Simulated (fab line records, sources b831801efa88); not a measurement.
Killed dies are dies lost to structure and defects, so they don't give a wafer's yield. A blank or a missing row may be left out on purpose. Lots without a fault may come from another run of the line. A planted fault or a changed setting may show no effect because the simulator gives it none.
Tool commonality check | flow gf180mcu | 11 lots, 33 wafers sampled

WHY IT WAS OPENED
At GF_M1_RS_MEAS_05 the reading M1_ALCU_RS is flagged on 2 of 11 lots. Wafers without a fault read 0.0698 ohm/sq, standard deviation 0.00095.
Rule: a lot is flagged when every wafer of it that has a number lies more than 4 standard deviations from that mean, or none has a number. The other lots count as sound.

lot  | measured     | on            | M1_ALCU_RS (ohm/sq), wafer by wafer | flag
L955 | day 16 02:25 | film_metro-02 | 0.0699 0.0711 0.0698                |
L956 | day 16 05:53 | film_metro-03 | 0.0714 0.0709 0.0685                |
L957 | day 16 23:50 | film_metro-02 | 0.0689 0.0703 0.0697                |
L958 | day 17 15:31 | film_metro-03 | 0.0701 0.0692 0.0693                |
L964 | day 19 15:38 | film_metro-03 | 0.0647 0.0647 0.0641                | FLAGGED
L968 | day 20 21:56 | film_metro-01 | 0.0649 0.0637 0.0640                | FLAGGED
L969 | day 21 13:44 | film_metro-01 | 0.0709 0.0701 0.0690                |
L970 | day 21 22:43 | film_metro-01 | 0.0686 0.0681 0.0685                |
L975 | day 23 07:41 | film_metro-03 | 0.0707 0.0704 0.0700                |
L977 | day 24 01:39 | film_metro-01 | 0.0695 0.0694 0.0695                |
L978 | day 24 16:05 | film_metro-01 | 0.0691 0.0696 0.0689                |
The numbers of the flagged lots are 0.0644 ohm/sq on average: -0.0054 ohm/sq against the usual, or -6 standard deviations.

WHICH TOOL RAN EACH LOT
The record holds 1 process step before the reading, out of a route of 602 steps. In each cell: the tool, then ch and the chambers that the sampled wafers went through, then the start.
lot  | flag    | GF_M1_SPUTTER_02
L955 |         | pvd_sputter-04, day 16 02:17
L956 |         | pvd_sputter-02, day 16 05:46
L957 |         | pvd_sputter-01, day 16 23:44
L958 |         | pvd_sputter-01, day 17 15:24
L964 | FLAGGED | pvd_sputter-01, day 19 15:32
L968 | FLAGGED | pvd_sputter-01, day 20 21:48
L969 |         | pvd_sputter-04, day 21 13:37
L970 |         | pvd_sputter-04, day 21 22:37
L975 |         | pvd_sputter-02, day 23 07:34
L977 |         | pvd_sputter-02, day 24 01:34
L978 |         | pvd_sputter-02, day 24 15:59
What these steps do:
- GF_M1_SPUTTER_02: material AlCu, target thk 450 nm, time 23.9 s.
- GF_M1_RS_MEAS_05: measures by four-point-probe.

FLAGGED OVER TOTAL, TOOL BY TOOL (the gauges that took the reading come last)
step             | tool           | lots run | flagged | share of the flagged lots | sound lots run after its first flagged lot
GF_M1_SPUTTER_02 | pvd_sputter-01 | 4        | 2       | all                       | 0
GF_M1_SPUTTER_02 | pvd_sputter-02 | 4        | 0       | none                      | -
GF_M1_SPUTTER_02 | pvd_sputter-04 | 3        | 0       | none                      | -
GF_M1_RS_MEAS_05 | film_metro-01  | 5        | 1       | some                      | 4 (L969,L970,L977,L978)
GF_M1_RS_MEAS_05 | film_metro-02  | 2        | 0       | none                      | -
GF_M1_RS_MEAS_05 | film_metro-03  | 4        | 1       | some                      | 1 (L975)

WHAT THE TABLE ALLOWS
1 row of the table ran every flagged lot: pvd_sputter-01 at GF_M1_SPUTTER_02.
- pvd_sputter-01 at GF_M1_SPUTTER_02: 2 of its 4 lots flagged. Its last sound lot is L958 (day 17 15:24), its first flagged lot L964 (day 19 15:32): a fault that began between those two fits. Its own readings lie more than 4 standard deviations out on every wafer of the flagged lots: cathode_dc_power_W.
One tool is left: pvd_sputter-01 at GF_M1_SPUTTER_02.

WHAT THE SIMULATOR HAD PUT IN
Process parameter drift: pvd_sputter-01, from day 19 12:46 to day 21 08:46, at GF_M1_SPUTTER_02. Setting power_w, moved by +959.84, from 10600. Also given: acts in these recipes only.
Lots struck among those shown: L964, L968. The rule above found the same.
